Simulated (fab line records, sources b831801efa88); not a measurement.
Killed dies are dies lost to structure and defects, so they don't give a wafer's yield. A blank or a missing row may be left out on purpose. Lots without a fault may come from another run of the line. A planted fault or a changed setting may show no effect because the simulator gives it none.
A struck lot beside a sound one | flow sky130 | 16 steps out of a route of 708
Sound: wafers L117.2, L117.5, L117.6. Struck: wafers L121.1, L121.5. (L121.4 of the same lot was not struck and is left out.) The cause comes at the end.
At each step with rows: each side's tool, then ch and its chambers, then its first start. Under that, the readings that differ: sound wafers | struck wafers | difference of the means | sigmas: that difference in standard deviations of wafers without a fault.
alike: readings whose means differ by less than 2 such deviations, and words and numbers that are the same on both sides. not compared: withheld readings, readings that some wafer has no value for, bounds like >300 that may hide the same value, and numbers for which the record gives no deviation and whose values overlap.
The two part at a step that has a row with sigmas, a row that says differs or no value, or rows on one side only. Numbers that don't overlap but have no deviation are shown without sigmas and don't part them. A reading that every wafer of one side lacks parts them only if that side has two wafers or more.

SKY_METAL5_SPUTTER_03: material Ti, target thk 5 nm, time 3.3 s.
  sound on pvd_sputter-02, day 43 17:53; struck on pvd_sputter-02, day 44 12:59
  alike: throttle_valve_pct
SKY_METAL5_SPUTTER_04: material TiN, target thk 70 nm, time 58.3 s.
  sound on pvd_sputter-02, day 43 17:53; struck on pvd_sputter-02, day 44 13:00
  alike: throttle_valve_pct
SKY_METAL5_RS_MEAS_05: measures by four-point-probe.
  sound on film_metro-01, day 43 17:58; struck on film_metro-02, day 44 13:03
  alike: METAL5_ALCU_RS
SKY_METAL5_THK_MEAS_06: measures by xrf.
  sound on film_metro-01, day 43 18:04; struck on film_metro-02, day 44 13:10
  alike: METAL5_ALCU_THK
then, 7 steps without rows for these wafers: SKY_METAL5_DEHYDRATE_07 (time 60 s); SKY_METAL5_HMDS_08 (prime time 60 s); SKY_METAL5_COAT_09 (resist thk 1800 nm); SKY_METAL5_SOFTBAKE_10 (time 60 s); SKY_METAL5_EXPOSE_11 (exposes mask MM5, target cd 1600 nm); SKY_METAL5_PEB_12; SKY_METAL5_DEVELOP_13 (develop time 60 s).
SKY_METAL5_DESCUM_14: chemistry O2, time 11 s.
  sound on rie_metal-01 ch 0,1, day 44 16:13; struck on rie_metal-04 ch 1, day 45 09:31
  reading                     | sound       | struck  | difference | sigmas
  drypump_motor_current_A (A) | 5.9 6.3 5.9 | 5.2 5.2 | -0.8       | -2
  alike: oes_product_au, rf_fwd_power_W
  not compared: rf_hours_counter_h
SKY_METAL5_METAL_ETCH_15: etches the open film in Cl2/BCl3, stops on SiO2, target depth 1260 nm, time 252 s.
  sound on rie_metal-01 ch 0,1, day 44 16:16; struck on rie_metal-04 ch 1, day 45 09:32
  reading                                     | sound             | struck      | difference | sigmas
  bias_w (W)                                  | 48.46 48.21 48.31 | 44.17 44.13 | -4.18      | -26
  drypump_motor_current_A (A)                 | 5.9 6.3 5.9       | 5.3 5.2     | -0.8       | -2
  model.NOVOLAK_of_METAL5_COAT_09.thk_nm (nm) | 1023 1031 1020    | 1068 1062   | +40        |
  alike: oes_product_au, rf_fwd_power_W, throttle_valve_pct
  not compared: rf_hours_counter_h
SKY_METAL5_STRIP_16: strips in O2/N2.
  sound on plasma_asher-01 ch 0,1, day 44 16:29; struck on plasma_asher-01 ch 1, day 45 09:47
  reading                      | sound             | struck      | difference | sigmas
  strip_time_to_endpoint_s (s) | 12.94 13.02 12.90 | 13.44 13.35 | +0.44      | +4
  alike: drypump_motor_current_A, oes_product_au
  not compared: rf_hours_counter_h
then, 2 steps without rows for these wafers: SKY_METAL5_STRIP_17 (strips in post etch residue remover, time 1200 s); SKY_PAD_OPEN_PROBE_99.

WHERE THEY PART
First at SKY_METAL5_DESCUM_14; last, within this record, at SKY_METAL5_STRIP_16.

WHY: what the simulator had put in
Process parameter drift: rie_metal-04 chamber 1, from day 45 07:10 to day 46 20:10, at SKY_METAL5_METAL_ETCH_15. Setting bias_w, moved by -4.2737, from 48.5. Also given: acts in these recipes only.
